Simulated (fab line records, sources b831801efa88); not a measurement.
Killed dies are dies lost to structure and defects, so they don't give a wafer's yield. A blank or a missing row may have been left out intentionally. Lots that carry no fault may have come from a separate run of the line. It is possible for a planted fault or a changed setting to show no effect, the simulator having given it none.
Matching of chambers :: flow gf180mcu :: GF_STI_ETCH_14 on rie si-01: 4 sister chambers
The step etches Si in HBr/Cl2/O2, target depth 360 nm, time 102.9 s. 8 wafers are shown with their chamber, then 8 later ones without.

## WAFERS PAIRED WITH THEIR CHAMBERS
wafer: L907.4
chamber: 2
drypump motor current A (A): 5.5
oes product au (a.u.): 1.009

wafer: L908.6
chamber: 3
drypump motor current A (A): 5.2
oes product au (a.u.): 1.014

wafer: L909.2
chamber: 1
drypump motor current A (A): 5.7
oes product au (a.u.): 0.994

wafer: L909.3
chamber: 3
drypump motor current A (A): 5.3
oes product au (a.u.): 1.002

wafer: L910.3
chamber: 0
drypump motor current A (A): 6.2
oes product au (a.u.): 0.988

wafer: L910.5
chamber: 1
drypump motor current A (A): 5.7
oes product au (a.u.): 0.997

wafer: L910.6
chamber: 2
drypump motor current A (A): 5.5
oes product au (a.u.): 1.006

wafer: L911.3
chamber: 0
drypump motor current A (A): 6.2
oes product au (a.u.): 1.001

## WAFERS WHOSE CHAMBER IS MISSING
wafer: L911.4
drypump motor current A (A): 5.5
oes product au (a.u.): 1.010

wafer: L911.5
drypump motor current A (A): 5.5
oes product au (a.u.): 1.006

wafer: L916.2
drypump motor current A (A): 6.2
oes product au (a.u.): 0.997

wafer: L916.4
drypump motor current A (A): 6.2
oes product au (a.u.): 1.001

wafer: L916.5
drypump motor current A (A): 5.7
oes product au (a.u.): 0.998

wafer: L919.1
drypump motor current A (A): 6.2
oes product au (a.u.): 0.991

wafer: L919.3
drypump motor current A (A): 5.3
oes product au (a.u.): 1.008

wafer: L919.6
drypump motor current A (A): 6.2
oes product au (a.u.): 1.008

## EACH ONE'S CHAMBER
wafer: L911.4
from the rows above: 2
in truth: 2

wafer: L911.5
from the rows above: 2
in truth: 2

wafer: L916.2
from the rows above: 0
in truth: 0

wafer: L916.4
from the rows above: 0
in truth: 0

wafer: L916.5
from the rows above: 1
in truth: 1

wafer: L919.1
from the rows above: 0
in truth: 0

wafer: L919.3
from the rows above: 3
in truth: 3

wafer: L919.6
from the rows above: 0
in truth: 0
Correct placement for 8 of the 8. Number that these rows cannot place: 0. Number placed wrongly: 0.
How it was worked out, from the rows above alone: a wafer's distance from a chamber is the root of the sum, over the readings, of the square of ((its reading less the chamber's mean) divided by the reading's scatter). The wafer belongs to the nearest chamber; if the next one is less than 2 further off, it can't be placed. A chamber's mean is the mean of its shown wafers. How the scatter is found: for the shown wafers, subtract from each reading the mean of its chamber, square and add these, divide the total by (wafers less chambers), then take the root.
